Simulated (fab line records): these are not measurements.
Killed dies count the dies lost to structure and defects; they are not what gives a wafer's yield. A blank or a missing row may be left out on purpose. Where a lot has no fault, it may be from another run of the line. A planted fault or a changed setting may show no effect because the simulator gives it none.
One fault seen from 2 desks | flow gf180mcu | each desk has only its own numbers; what lay behind them comes last

== FROM THE METROLOGY DESK ==
What the gauges read for every lot (on any tool): the sampled wafers with a number, averaged. Any lot whose mean is over 4 standard deviations away from the usual mean is out of limits and marked OUT; that distance is given in the brackets.
Columns: A = HV_LDD_01_OVL at GF_HV_LDD_OVL_MEAS_20, usual -0.1 nm; B = HV_LDD_2_TW at GF_HV_LDD_TW_MEAS_23, usual 1061; C = HV_LDD_RS at GF_HV_LDD_RS_MEAS_53, usual 418.2 ohm/sq
lot  | first seen here | A    | B    | C
L612 | day 10 22:52    | 1.1  | 1051 | 417.5
L613 | day 11 12:55    | 0.3  | 1060 | 419.0
L614 | day 11 15:45    | -0.7 | 1047 | 417.6
L615 | day 11 20:35    | -0.4 | 1048 | 418.3
L623 | day 14 07:05    | -3.1 | 1074 | 373.2 (-41) OUT
L624 | day 14 12:19    | -0.8 | 1070 | 373.5 (-41) OUT
L626 | day 15 05:11    | 0.9  | 1057 | 419.4
L627 | day 15 10:04    | -1.1 | 1071 | 417.6
L629 | day 16 04:22    | -0.4 | 1054 | 420.0
L631 | day 16 18:12    | -0.7 | 1051 | 419.1
L632 | day 16 23:53    | -0.7 | 1061 | 416.8
L633 | day 17 10:24    | 0.2  | 1056 | 419.2
L634 | day 17 15:25    | -1.3 | 1046 | 417.7
L635 | day 17 20:22    | 2.0  | 1060 | 416.5
Per this desk, out of limits: L623, L624; the first was L623, day 16 04:04 (HV_LDD_RS at GF_HV_LDD_RS_MEAS_53). Within limits: L612, L613, L614, L615, L626, L627, L629, L631, L632, L633, L634, L635.

== THE TOOL OWNER'S DESK: implanter-02 ==
For each lot that ran on this tool, the mean over its sampled wafers that have a number, from the tool's own readings at GF_HV_LDD_IMPLANT_34. Any lot whose mean is over 4 standard deviations away from the usual mean is out of limits and marked OUT; that distance is given in the brackets.
Columns: A = tilt_deg at GF_HV_LDD_IMPLANT_34, usual 30.000 degrees
lot  | first seen here | A
L612 | day 11 18:03    | 29.987
L615 | day 12 16:10    | 29.988
L623 | day 15 05:09    | -0.021 (-99 or more) OUT
L624 | day 15 10:02    | -0.004 (-99 or more) OUT
L635 | day 18 20:31    | 30.005
This desk's finding: out of limits on L623, L624; first on L623, day 15 05:09 (tilt_deg at GF_HV_LDD_IMPLANT_34). Within limits: L612, L615, L635.

== ALL TOGETHER ==
The tool owner's desk had the chance to raise an alarm at day 15 05:09 on L623, L624.
The metrology desk could have raised an alarm at day 16 04:04, on L623, L624.
On implanter-02, each named lot ran GF_HV_LDD_IMPLANT_34.

== WHAT THE SIMULATOR HAD INSERTED ==
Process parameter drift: implanter-02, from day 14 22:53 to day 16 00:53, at GF_HV_LDD_IMPLANT_34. The setting tilt_deg was moved by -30, starting from 30. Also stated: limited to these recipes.
Lots struck among those shown: L623, L624.
Hours from the fault's start to each desk's first reading out of limits: the tool owner's desk, 6; the metrology desk, 29.
